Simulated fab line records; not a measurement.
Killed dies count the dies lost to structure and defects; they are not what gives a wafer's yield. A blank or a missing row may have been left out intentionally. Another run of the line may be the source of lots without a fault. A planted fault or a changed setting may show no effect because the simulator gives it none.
fab line records	flow sfq-line
record: lots: 5	wafers: 23
route steps=325 shown I2@103 M3@119 I3@137 M4@152 I4@164
start-h: the number of hours between the record's first day and the start of the first shown wafer of the lot	wait-h: hours since the lot's step before	" repeats the value in the row above	L1.1+2: one row covering several wafers at once	- no value, or no start was given	* or withheld: withheld	< > ~ a bound
route shown NAME@n: a module of which the file shows steps, and the number in the route of the first	usual: mean/standard deviation of fault-free wafers	same: alike in all rows	chamber/n: place in a boat	sites: per-site readings	_std_site: the values' standard deviation	_edge_site: outer sites' mean less inner sites'	radius-mm: for every site, how far away it sits from the centre of the wafer	mask NAME#n: copy n	behind: the last tool/chamber to shape the wafer	hold: cause of the lot's hold/its duration in hours/its outcome	device: the n, p or np transistor that did not switch	end of line: the same wafers' tests at the end of the route	where a step has no rows: the recipe by itself	killed: dies that structure and defects cost at the first sort, which is not the same as the wafer's yield	map: shows each die of a wafer: x if killed, . if not, _ if none is there
set.NAME: the setting the step ran with; set.NAME@STEP: the setting that earlier step ran with	model.NAME: the simulator's own value behind a step, which no gauge read
lots whose settings were changed on purpose; a table a step, a row a wafer
== steps ==
step: SFQ_TRILAYER_I2_DEP_PECVD_063
recipe: material: SiO2	temp-c: 150	time-s: 111.11	pressure-torr: 2.4	rf-w: 183.3	precursor: SiH4/N2O	target-thk-nm: 500
lot.wafer	tool	chamber	start-h	wait-h	set.time-s	model.SiO2_of_TRILAYER_I2_DEP_PECVD_063.thk-nm
L074.1	pecvd-04	1	487.47	0.0	111.11	504.6
L074.2	"	0	"	"	111.11	501.8
L074.4	"	0	"	"	111.11	512.4
L074.5	"	2	"	"	111.11	512.8
L074.6	"	1	"	"	111.11	505
L075.1	pecvd-01	1	491.06	0.0	111.11	482.8
L075.3	"	0	"	"	111.11	492
L075.5	"	1	"	"	111.11	492.8
L077.2	pecvd-01	1	504.28	0.0	119	527
L077.3	"	0	"	"	111.11	491.6
L077.4	"	1	"	"	111.11	499.4
L077.5	"	0	"	"	119	538.8
L077.6	"	2	"	"	119	542.9
L078.2	pecvd-04	1	515.08	0.0	111.11	502.3
L078.3	"	2	"	"	111.11	502.9
L078.4	"	1	"	"	111.11	506.6
L078.5	"	0	"	"	102.3	468.6
L078.6	"	2	"	"	102.3	466.2
L082.1	pecvd-02	1	537.25	0.0	111.11	488.5
L082.2	"	0	"	"	111.11	494.4
L082.3	"	2	"	"	111.11	496.6
L082.4	"	0	"	"	111.11	495.5
L082.6	"	2	"	"	111.11	506.4
step: SFQ_TRILAYER_I2_CMP_CMP_064
recipe: material: SiO2	down-force-psi: 3	platen-rpm: 60	pad-velocity-m-s: 0.94248
usual: time-to-endpoint-s: 216/6.5
lot.wafer	tool	chamber	start-h	wait-h	set.time-s@TRILAYER_I2_DEP_PECVD_063	time-to-endpoint-s
L074.2	cmp-02	2	488.69	1.2	111.11	224
L074.1	"	3	"	"	111.11	219
L074.4	"	0	"	"	111.11	222
L074.5	"	1	"	"	111.11	222
L074.6	"	2	"	"	111.11	223
L075.1	cmp-01	0	492.14	1.0	111.11	204
L075.3	"	1	"	"	111.11	214
L075.5	"	2	"	"	111.11	214
L077.4	cmp-01	2	504.36	0.0	111.11	222
L077.2	"	0	505.36	1.0	119	240
L077.3	"	1	"	"	111.11	213
L077.6	"	2	"	"	119	252
L077.5	"	3	"	"	119	245
L078.2	cmp-01	2	515.66	0.5	111.11	222
L078.4	"	3	"	"	111.11	221
L078.3	"	0	"	"	111.11	226
L078.6	"	1	"	"	102.3	192
L078.5	"	2	"	"	102.3	197
L082.3	cmp-02	3	537.67	0.4	111.11	212
L082.2	"	0	"	"	111.11	216
L082.4	"	1	"	"	111.11	211
L082.1	"	2	"	"	111.11	211
L082.6	"	0	540.17	2.8	111.11	224
step: SFQ_TRILAYER_I2_VIA_LITHO_COAT_067
recipe: resist: KrF	spin-rpm: 3000	resist-thk-nm: 650
lot.wafer	tool	chamber	start-h	wait-h	set.spin-rpm	model.KrF_of_TRILAYER_I2_VIA_LITHO_COAT_067.thk-nm
L074.1	litho-track-04	0	492.81	0.2	3000	648.8
L074.2	"	0	"	"	3000	650.2
L074.4	"	0	"	"	3000	651.6
L074.5	"	0	"	"	3000	650.1
L074.6	"	0	"	"	3000	651.1
L075.1	litho-track-01	0	495.76	0.2	3000	650.4
L075.3	"	0	"	"	3000	652.1
L075.5	"	0	"	"	3000	650.9
L077.2	litho-track-03	0	509.03	0.2	3000	649.3
L077.3	"	0	"	"	3000	647.6
L077.4	"	0	"	"	2921	655.4
L077.5	"	0	"	"	2921	657.9
L077.6	"	0	"	"	2921	656.3
L078.2	litho-track-01	0	519.83	0.2	3059	643.5
L078.3	"	0	"	"	3000	653.9
L078.4	"	0	"	"	3059	644.5
L078.5	"	0	"	"	3000	655
L078.6	"	0	"	"	3059	644
L082.1	litho-track-03	0	542.29	0.2	3000	649.6
L082.2	"	0	"	"	3000	647.8
L082.3+4	"	0	"	"	3000	649.8
L082.6	"	0	"	"	3000	649.9
step: SFQ_TRILAYER_I2_VIA_LITHO_SOFTBAKE_071
recipe: temp-c: withheld	time-s: withheld	resist: KrF
step: SFQ_TRILAYER_I2_VIA_LITHO_EXPOSE_068
recipe: mask-id: I2	na: 0.6	source-shape: conventional	sigma-outer: 0.65	target-cd-nm: 500	dose-mj: 21.3
step: SFQ_TRILAYER_I2_VIA_LITHO_DEVELOP_069
recipe: time-s: 60	resist: KrF
step: SFQ_TRILAYER_I2_VIA_BARC_OPEN_VIA_ETCH_096
recipe: mask-material: PR	chemistry: O2	target-depth-nm: 125	target: BARC	source-w: 500	bias-w: 80	pressure-mtorr: 30.79	time-s: 41.7
lot.wafer	tool	chamber	start-h	wait-h	set.spin-rpm@TRILAYER_I2_VIA_LITHO_COAT_067	model.KrF_of_TRILAYER_I2_VIA_LITHO_COAT_067.thk-nm
L074.1	rie-diel-04	3	529.93	0.0	3000	571.6
L074.2	"	0	"	"	3000	572.3
L074.4	"	3	"	"	3000	574.6
L074.5	"	0	"	"	3000	572
L074.6	"	1	"	"	3000	574.5
L075.1	rie-diel-03	3	661.97	0.0	3000	573.5
L075.3	"	2	"	"	3000	575.5
L075.5	"	1	"	"	3000	574
L077.2	rie-diel-01	1	675.17	0.0	3000	571.5
L077.3	"	0	"	"	3000	571.9
L077.4	"	1	"	"	2921	577.6
L077.5	"	2	"	"	2921	581.8
L077.6	"	0	"	"	2921	580
L078.2	rie-diel-04	3	685.97	0.0	3059	567
L078.3	"	1	"	"	3000	577.6
L078.4	"	1	"	"	3059	568.3
L078.5	"	2	"	"	3000	575.9
L078.6	"	3	"	"	3059	567.2
L082.1	rie-diel-04	0	710.11	0.0	3000	572.6
L082.2	"	2	"	"	3000	569.1
L082.3	"	1	"	"	3000	573.8
L082.4	"	3	"	"	3000	573.1
L082.6	"	2	"	"	3000	571.5
step: SFQ_TRILAYER_M3_DEP_SPUTTER_073
recipe: material: Nb	base-pressure-pa: 1.33e-06	chamber-pressure-pa: 0.1333	substrate-temp-c: 20	resputter-cathode-voltage-v: 400	target-thk-nm: 200	power-w: 2000	time-s: 133.3
lot.wafer	tool	chamber	start-h	wait-h	set.time-s	model.Nb_of_TRILAYER_M3_DEP_SPUTTER_073.thk-nm
L074.1	pvd-sputter-03	-	530.89	0.0	133.3	199.3
L074.2	"	-	"	"	124.3	186.1
L074.4	"	-	"	"	124.3	188
L074.5	"	-	"	"	124.3	185.2
L074.6	"	-	"	"	133.3	198.8
L075.1	pvd-sputter-05	-	662.96	0.0	133.3	201.4
L075.3	"	-	"	"	133.3	199
L075.5	"	-	"	"	133.3	202.1
L077.2	pvd-sputter-03	-	676.13	0.0	151.5	225.2
L077.3	"	-	"	"	133.3	199.2
L077.4	"	-	"	"	133.3	199.9
L077.5	"	-	"	"	151.5	229.5
L077.6	"	-	"	"	133.3	199.7
L078.2	pvd-sputter-05	-	686.93	0.0	114.2	170.1
L078.3	"	-	"	"	114.2	169.7
L078.4	"	-	"	"	133.3	197.2
L078.5	"	-	"	"	114.2	168.5
L078.6	"	-	"	"	133.3	198.5
L082.1	pvd-sputter-03	-	711.07	0.0	133.3	201.5
L082.2	"	-	"	"	133.3	198.8
L082.3	"	-	"	"	133.3	200.6
L082.4	"	-	"	"	133.3	199.8
L082.6	"	-	"	"	133.3	202.6
step: SFQ_M3_RS_MEAS_919
recipe: thk-meas-gauge: four-point-probe	reads: Nb_of_TRILAYER_M3_DEP_SPUTTER_073
usual: M3_NB_RS: 0.891/0.012
lot.wafer	tool	chamber	start-h	wait-h	set.time-s@TRILAYER_M3_DEP_SPUTTER_073	M3_NB_RS[ohm/sq]
L074.1	film-metro-04	-	530.98	0.0	133.3	0.891
L074.2	"	-	"	"	124.3	0.955
L074.4	"	-	"	"	124.3	0.947
L074.5	"	-	"	"	124.3	0.959
L074.6	"	-	"	"	133.3	0.894
L075.1	film-metro-01	-	663.05	0.0	133.3	0.883
L075.3	"	-	"	"	133.3	0.895
L075.5	"	-	"	"	133.3	0.879
L077.2	film-metro-04	-	676.24	0.1	151.5	0.789
L077.3	"	-	"	"	133.3	0.892
L077.4	"	-	"	"	133.3	0.890
L077.5	"	-	"	"	151.5	0.773
L077.6	"	-	"	"	133.3	0.891
L078.2	film-metro-01	-	687.04	0.1	114.2	1.047
L078.3	"	-	"	"	114.2	1.048
L078.4	"	-	"	"	133.3	0.902
L078.5	"	-	"	"	114.2	1.055
L078.6	"	-	"	"	133.3	0.894
L082.1	film-metro-01	-	711.16	0.0	133.3	0.882
L082.2	"	-	"	"	133.3	0.893
L082.3	"	-	"	"	133.3	0.887
L082.4	"	-	"	"	133.3	0.890
L082.6	"	-	"	"	133.3	0.877
step: SFQ_TRILAYER_M3_LITHO_COAT_080
recipe: resist: BARC	spin-rpm: 3000	resist-thk-nm: 62
lot.wafer	tool	chamber	start-h	wait-h	set.spin-rpm	model.BARC_of_TRILAYER_M3_LITHO_COAT_080.thk-nm
L074.1	litho-track-03	0	531.16	0.1	3093	61.33
L074.2	"	0	"	"	3000	61.98
L074.4	"	0	"	"	3000	62.15
L074.5	"	0	"	"	3093	61.18
L074.6	"	0	"	"	3000	62.13
L075.1	litho-track-04	0	663.23	0.1	3000	62.02
L075.3	"	0	"	"	3000	61.96
L075.5	"	0	"	"	3000	62.18
L077.2	litho-track-02	0	676.45	0.1	2806	63.99
L077.3+5	"	0	"	"	3000	61.97
L077.4	"	0	"	"	2806	64.08
L077.6	"	0	"	"	3000	61.94
L078.2	litho-track-04	0	687.25	0.1	3000	62.03
L078.3	"	0	"	"	2939	62.98
L078.4	"	0	"	"	2939	62.89
L078.5	"	0	"	"	2939	62.78
L078.6	"	0	"	"	3000	61.98
L082.1	litho-track-02	0	711.34	0.1	2802	64.23
L082.2	"	0	"	"	2802	64.43
L082.3	"	0	"	"	3000	62.25
L082.4	"	0	"	"	3000	62.07
L082.6	"	0	"	"	3000	62.33
step: SFQ_TRILAYER_M3_BARC_OPEN_METAL_ETCH_100
recipe: mask-material: PR	chemistry: O2	target-depth-nm: 125	target: BARC	icp-w: 600	bias-w: 80	pressure-mtorr: 10	time-s: 41.7
lot.wafer	tool	chamber	start-h	wait-h	set.pressure-mtorr
L074.1+2+4+5+6	rie-metal-02	0,1,0,1,0	652.25	0.0	11.38
L075.1+3+5	rie-metal-04	0	665.64	0.0	10
L077.2+3+4+5+6	rie-metal-02	0,1,0,0,1	679.88	0.0	8.704
L078.2+3+4+5+6	rie-metal-04	0,1,0,0,1	692.11	0.0	10
L082.1+2+3+4+6	rie-metal-02	1	713.92	0.0	10.75
step: SFQ_TRILAYER_M3_ETCH_METAL_ETCH_078
recipe: target: Nb	stop-on: SiO2	mask-material: PR	chemistry: Cl2/Ar	target-depth-nm: 240	icp-w: 600	bias-w: 80	pressure-mtorr: 10	time-s: 120
usual: oes-product-au: 0.894/0.0083
lot.wafer	tool	chamber	start-h	wait-h	set.time-s@TRILAYER_M3_DEP_SPUTTER_073	oes-product-au
L074.1	rie-metal-02	0	652.31	0.0	133.3	0.894
L074.2	"	1	"	"	124.3	0.865
L074.4	"	0	"	"	124.3	0.863
L074.5	"	1	"	"	124.3	0.859
L074.6	"	0	"	"	133.3	0.889
L075.1	rie-metal-04	0	665.70	0.0	133.3	0.902
L075.3	"	0	"	"	133.3	0.894
L075.5	"	0	"	"	133.3	0.897
L077.2	rie-metal-02	0	679.94	0.0	151.5	0.956
L077.3	"	1	"	"	133.3	0.895
L077.4	"	0	"	"	133.3	0.902
L077.5	"	0	"	"	151.5	0.974
L077.6	"	1	"	"	133.3	0.897
L078.2	rie-metal-04	0	692.17	0.0	114.2	0.819
L078.3	"	1	"	"	114.2	0.807
L078.4	"	0	"	"	133.3	0.891
L078.5	"	0	"	"	114.2	0.815
L078.6	"	1	"	"	133.3	0.887
L082.1	rie-metal-02	1	714.04	0.1	133.3	0.894
L082.2	"	1	"	"	133.3	0.890
L082.3	"	1	"	"	133.3	0.899
L082.4	"	1	"	"	133.3	0.898
L082.6	"	1	"	"	133.3	0.904
step: SFQ_TRILAYER_I3_VIA_LITHO_COAT_090
recipe: resist: BARC	spin-rpm: 3000	resist-thk-nm: 62
lot.wafer	tool	chamber	start-h	wait-h	set.spin-rpm	model.BARC_of_TRILAYER_I3_VIA_LITHO_COAT_090.thk-nm
L074.1	litho-track-01	0	664.25	1.1	2942	62.79
L074.2	"	0	"	"	2942	62.62
L074.4	"	0	"	"	2942	62.66
L074.5	"	0	"	"	3000	61.92
L074.6	"	0	"	"	3000	61.95
L075.1	litho-track-02	0	672.87	1.0	3000	62
L075.3	"	0	"	"	3000	62.01
L075.5	"	0	"	"	3000	61.98
L077.2	litho-track-03	0	686.83	0.8	2934	63.01
L077.3	"	0	"	"	2934	62.9
L077.4	"	0	"	"	3000	62.11
L077.5	"	0	"	"	2934	62.7
L077.6	"	0	"	"	3000	62.14
L078.2	litho-track-02	0	697.52	0.8	3000	61.96
L078.3	"	0	"	"	3000	61.8
L078.4	"	0	"	"	2923	62.57
L078.5	"	0	"	"	2923	62.65
L078.6	"	0	"	"	3000	61.95
L082.1	litho-track-02	0	720.69	1.0	3000	62.05
L082.2	"	0	"	"	2884	63.17
L082.3	"	0	"	"	2884	63.21
L082.4	"	0	"	"	2884	63.26
L082.6	"	0	"	"	3000	61.81
step: SFQ_TRILAYER_I3_VIA_LITHO_PEB_088
recipe: peb-temp-c: 115	peb-time-s: 60	resist: KrF
lot.wafer	tool	chamber	start-h	wait-h	set.peb-temp-c
L074.1+2	litho-track-02	0	830.38	1.0	117.4
L074.4+5+6	"	0	"	"	115
L075.1+3+5	litho-track-03	0	836.38	1.0	115
L077.2+3+6	litho-track-02	0	848.40	0.8	113.7
L077.4+5	"	0	"	"	115
L078.2+3+4	litho-track-03	0	858.00	0.8	115
L078.5+6	"	0	"	"	117.4
L082.1+3	litho-track-02	0	882.20	1.0	113.2
L082.2+4+6	"	0	"	"	115
step: SFQ_TRILAYER_I3_VIA_BARC_OPEN_VIA_ETCH_121
recipe: mask-material: PR	chemistry: O2	target-depth-nm: 125	target: BARC	source-w: 500	bias-w: 80	pressure-mtorr: 30	time-s: 41.7
lot.wafer	tool	chamber	start-h	wait-h	set.source-w	set.peb-temp-c@TRILAYER_I3_VIA_LITHO_PEB_088	model.I3.cd-nm
L074.1	rie-diel-04	2	830.71	0.0	500	117.4	539.9
L074.2	"	0	"	"	500	117.4	539.2
L074.4	"	1	"	"	500	115	501.7
L074.5	"	3	"	"	500	115	501.3
L074.6	"	2	"	"	500	115	500.8
L075.1	rie-diel-01	2	836.71	0.0	500	115	498.3
L075.3	"	3	"	"	500	115	500.5
L075.5	"	0	"	"	500	115	500.3
L077.2	rie-diel-04	3	848.71	0.0	485	113.7	473.8
L077.3	"	2	"	"	500	113.7	473.9
L077.4	"	3	"	"	500	115	497.4
L077.5	"	0	"	"	485	115	498.7
L077.6	"	2	"	"	485	113.7	474.2
L078.2	rie-diel-02	3	858.31	0.0	541	115	499.6
L078.3	"	1	"	"	500	115	499.6
L078.4	"	2	"	"	541	115	499
L078.5	"	2	"	"	500	117.4	539.3
L078.6	"	1	"	"	541	117.4	538.2
L082.1	rie-diel-01	1	882.54	0.0	500	113.2	465.9
L082.2	"	2	"	"	543.5	115	498.3
L082.3	"	0	"	"	500	113.2	465.6
L082.4	"	3	"	"	543.5	115	502.2
L082.6	"	3	"	"	500	115	501.8
step: SFQ_TRILAYER_M4_LITHO_COAT_098
recipe: resist: BARC	spin-rpm: 3000	resist-thk-nm: 62
lot.wafer	tool	chamber	start-h	wait-h	set.resist-thk-nm	model.BARC_of_TRILAYER_M4_LITHO_COAT_098.thk-nm
L074.1	litho-track-01	0	831.94	0.1	65.43	65.04
L074.2	"	0	"	"	65.43	65.08
L074.4	"	0	"	"	62	61.7
L074.5	"	0	"	"	62	61.81
L074.6	"	0	"	"	65.43	64.9
L075.1	litho-track-01	0	837.96	0.1	62	62.29
L075.3	"	0	"	"	62	62.2
L075.5	"	0	"	"	62	62.43
L077.2	litho-track-01	0	849.99	0.1	64.41	64.13
L077.3	"	0	"	"	62	61.94
L077.4	"	0	"	"	64.41	64.33
L077.5	"	0	"	"	62	61.82
L077.6	"	0	"	"	64.41	64.35
L078.2	litho-track-04	0	859.59	0.1	62	61.88
L078.3	"	0	"	"	63.69	63.75
L078.4	"	0	"	"	62	61.91
L078.5	"	0	"	"	62	62.12
L078.6	"	0	"	"	63.69	63.72
L082.1	litho-track-04	0	883.83	0.1	64.7	64.78
L082.2	"	0	"	"	64.7	64.96
L082.3	"	0	"	"	64.7	65.06
L082.4	"	0	"	"	62	62.23
L082.6	"	0	"	"	62	62.12
step: SFQ_TRILAYER_M4_ETCH_METAL_ETCH_096
recipe: target: Nb	stop-on: SiO2	mask-material: PR	chemistry: Cl2/Ar	target-depth-nm: 240	icp-w: 600	bias-w: 80	pressure-mtorr: 10	time-s: 120
lot.wafer	tool	chamber	start-h	wait-h	set.time-s	model.KrF_of_TRILAYER_M4_LITHO_COAT_093.thk-nm
L074.1	rie-metal-03	1	839.30	0.0	108.8	390.5
L074.2	"	0	"	"	120	380
L074.4	"	0	"	"	108.8	396.4
L074.5	"	1	"	"	120	375.3
L074.6	"	0	"	"	120	380.9
L075.1+3	rie-metal-02	0	841.70	0.0	120	376.9
L075.5	"	1	"	"	120	379.4
L077.2	rie-metal-03	1	857.30	0.0	137.6	355
L077.3	"	1	"	"	137.6	354.4
L077.4	"	0	"	"	137.6	362.7
L077.5	"	0	"	"	120	383.4
L077.6	"	1	"	"	120	377.7
L078.2	rie-metal-02	1	869.50	0.1	131.9	369.6
L078.3	"	1	"	"	131.9	367.8
L078.4	"	1	"	"	120	384.1
L078.5	"	1	"	"	120	382.1
L078.6	"	1	"	"	120	383.7
L082.1	rie-metal-04	1	1029.55	0.0	111.6	395.2
L082.2	"	0	"	"	111.6	387.8
L082.3	"	1	"	"	120	382.2
L082.4	"	0	"	"	111.6	387.3
L082.6	"	0	"	"	120	377.4
step: SFQ_TRILAYER_I4_CMP_CMP_100
recipe: material: SiO2	down-force-psi: 3	platen-rpm: 60	pad-velocity-m-s: 0.94248
usual: time-to-endpoint-s: 235/8
lot.wafer	tool	chamber	start-h	wait-h	set.down-force-psi	time-to-endpoint-s
L074.4	cmp-02	3	848.76	8.5	3	234
L074.1	"	1	849.76	9.5	3	233
L074.2	"	2	"	"	3.4	214
L074.6	"	3	"	"	3.4	212
L074.5	"	0	"	"	3	242
L075.3	cmp-02	2	852.26	9.6	3	246
L075.1	"	3	"	"	3	232
L075.5	"	2	854.26	11.6	3	248
L077.2	cmp-01	2	867.15	8.9	2.585	276
L077.3	"	3	"	"	2.585	266
L077.4	"	1	868.65	10.4	3	243
L077.5	"	2	"	"	3	233
L077.6	"	3	"	"	3	237
L078.4	cmp-02	0	881.76	10.6	3	240
L078.3	"	1	"	"	3	241
L078.2	"	3	883.26	12.1	3	239
L078.6	"	0	"	"	3	241
L078.5	"	1	"	"	3	246
L082.2	cmp-01	3	1030.52	0.0	3	218
L082.1	"	0	"	"	3	220
L082.3	"	1	"	"	3.305	195
L082.4	"	2	"	"	3.305	201
L082.6	"	0	1033.02	2.5	3.305	203
step: SFQ_TRILAYER_I4_VIA_LITHO_EXPOSE_104
recipe: mask-id: I4	na: 0.6	source-shape: conventional	sigma-outer: 0.65	target-cd-nm: 700	dose-mj: 21.3
lot.wafer	tool	chamber	start-h	wait-h	mask	set.dose-mj
L074.1+4+6	krf-scanner-02	0	996.75	-	I4#0	21.3
L074.2+5	"	0	"	"	I4#0	22.55
L075.1+3+5	krf-scanner-02	0	1001.55	-	I4#0	21.3
L077.2+3+4+5+6	krf-scanner-02	0	1012.55	-	I4#0	21.3
L078.2+5	krf-scanner-02	0	1030.55	-	I4#0	20.47
L078.3+4+6	"	0	"	"	I4#0	21.3
L082.1+2+3+4+6	krf-scanner-02	0	1178.75	-	I4#0	21.3
step: SFQ_TRILAYER_I4_VIA_LITHO_PEB_106
recipe: peb-temp-c: 115	peb-time-s: 60	resist: KrF
step: SFQ_TRILAYER_I4_VIA_LITHO_DEVELOP_105
recipe: time-s: 60	resist: KrF
step: SFQ_TRILAYER_I4_VIA_BARC_OPEN_VIA_ETCH_146
recipe: mask-material: PR	chemistry: O2	target-depth-nm: 125	target: BARC	source-w: 500	bias-w: 80	pressure-mtorr: 30	time-s: 41.7
lot.wafer	tool	chamber	start-h	wait-h	set.dose-mj@TRILAYER_I4_VIA_LITHO_EXPOSE_104	model.I4.cd-nm
L074.1	rie-diel-01	2	998.29	0.0	21.3	698.1
L074.2	"	0	"	"	22.55	708
L074.4	"	3	"	"	21.3	700.8
L074.5	"	3	"	"	22.55	707.7
L074.6	"	2	"	"	21.3	700.2
L075.1	rie-diel-02	0	1003.09	0.0	21.3	701.5
L075.3	"	2	"	"	21.3	700
L075.5	"	2	"	"	21.3	701.8
L077.2	rie-diel-02	1	1013.89	0.0	21.3	698.3
L077.3	"	3	"	"	21.3	699.6
L077.4	"	0	"	"	21.3	699.4
L077.5	"	2	"	"	21.3	699.7
L077.6	"	1	"	"	21.3	698.1
L078.2	rie-diel-03	1	1031.89	0.0	20.47	691.2
L078.3	"	0	"	"	21.3	699.2
L078.4	"	2	"	"	21.3	698
L078.5	"	1	"	"	20.47	693.2
L078.6	"	0	"	"	21.3	698.3
L082.1	rie-diel-01	2	1180.29	0.0	21.3	701
L082.2	"	0	"	"	21.3	702.3
L082.3	"	3	"	"	21.3	700.9
L082.4	"	1	"	"	21.3	699.3
L082.6	"	1	"	"	21.3	699.6
== key ==
split: step: SFQ_TRILAYER_I2_DEP_PECVD_063	setting: time-s	stated: 111.11	by: wafer
response: step: SFQ_TRILAYER_I2_DEP_PECVD_063	reading: model.SiO2_of_TRILAYER_I2_DEP_PECVD_063.thk-nm	change: +5.11	per: 1%	r: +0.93
response: step: SFQ_TRILAYER_I2_CMP_CMP_064	reading: time-to-endpoint-s	change: *	per: 1%	r: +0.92
split: step: SFQ_TRILAYER_I2_VIA_LITHO_COAT_067	setting: spin-rpm	stated: 3000	by: wafer
response: step: SFQ_TRILAYER_I2_VIA_LITHO_COAT_067	reading: model.KrF_of_TRILAYER_I2_VIA_LITHO_COAT_067.thk-nm	change: -3.88	per: 1%	r: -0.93
response: step: SFQ_TRILAYER_I2_VIA_BARC_OPEN_VIA_ETCH_096	reading: model.KrF_of_TRILAYER_I2_VIA_LITHO_COAT_067.thk-nm	change: -3.66	per: 1%	r: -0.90
split: step: SFQ_TRILAYER_M3_DEP_SPUTTER_073	setting: time-s	stated: 133.3	by: wafer
response: step: SFQ_TRILAYER_M3_DEP_SPUTTER_073	reading: model.Nb_of_TRILAYER_M3_DEP_SPUTTER_073.thk-nm	change: +1.99	per: 1%	r: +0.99
response: step: SFQ_M3_RS_MEAS_919	reading: M3_NB_RS	change: -0.00936	per: 1%	r: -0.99
response: step: SFQ_TRILAYER_M3_ETCH_METAL_ETCH_078	reading: oes-product-au	change: +0.00498	per: 1%	r: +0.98
split: step: SFQ_TRILAYER_M3_LITHO_COAT_080	setting: spin-rpm	stated: 3000	by: wafer
response: step: SFQ_TRILAYER_M3_LITHO_COAT_080	reading: model.BARC_of_TRILAYER_M3_LITHO_COAT_080.thk-nm	change: -0.32	per: 1%	r: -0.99
split: step: SFQ_TRILAYER_M3_BARC_OPEN_METAL_ETCH_100	setting: pressure-mtorr	stated: 10	by: lot
response none clear
split: step: SFQ_TRILAYER_I3_VIA_LITHO_COAT_090	setting: spin-rpm	stated: 3000	by: wafer
response: step: SFQ_TRILAYER_I3_VIA_LITHO_COAT_090	reading: model.BARC_of_TRILAYER_I3_VIA_LITHO_COAT_090.thk-nm	change: -0.327	per: 1%	r: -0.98
split: step: SFQ_TRILAYER_I3_VIA_LITHO_PEB_088	setting: peb-temp-c	stated: 115	by: wafer
response: step: SFQ_TRILAYER_I3_VIA_BARC_OPEN_VIA_ETCH_121	reading: model.I3.cd-nm	change: +19.6	per: 1%	r: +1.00
split: step: SFQ_TRILAYER_I3_VIA_BARC_OPEN_VIA_ETCH_121	setting: source-w	stated: 500	by: wafer
response none clear
split: step: SFQ_TRILAYER_M4_LITHO_COAT_098	setting: resist-thk-nm	stated: 62	by: wafer
response: step: SFQ_TRILAYER_M4_LITHO_COAT_098	reading: model.BARC_of_TRILAYER_M4_LITHO_COAT_098.thk-nm	change: +0.612	per: 1%	r: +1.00
split: step: SFQ_TRILAYER_M4_ETCH_METAL_ETCH_096	setting: time-s	stated: 120	by: wafer
response: step: SFQ_TRILAYER_M4_ETCH_METAL_ETCH_096	reading: model.KrF_of_TRILAYER_M4_LITHO_COAT_093.thk-nm	change: -1.54	per: 1%	r: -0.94
split: step: SFQ_TRILAYER_I4_CMP_CMP_100	setting: down-force-psi	stated: 3	by: wafer
response: step: SFQ_TRILAYER_I4_CMP_CMP_100	reading: time-to-endpoint-s	change: *	per: 1%	r: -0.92
split: step: SFQ_TRILAYER_I4_VIA_LITHO_EXPOSE_104	setting: dose-mj	stated: 21.3	by: wafer
response: step: SFQ_TRILAYER_I4_VIA_BARC_OPEN_VIA_ETCH_146	reading: model.I4.cd-nm	change: +1.46	per: 1%	r: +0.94
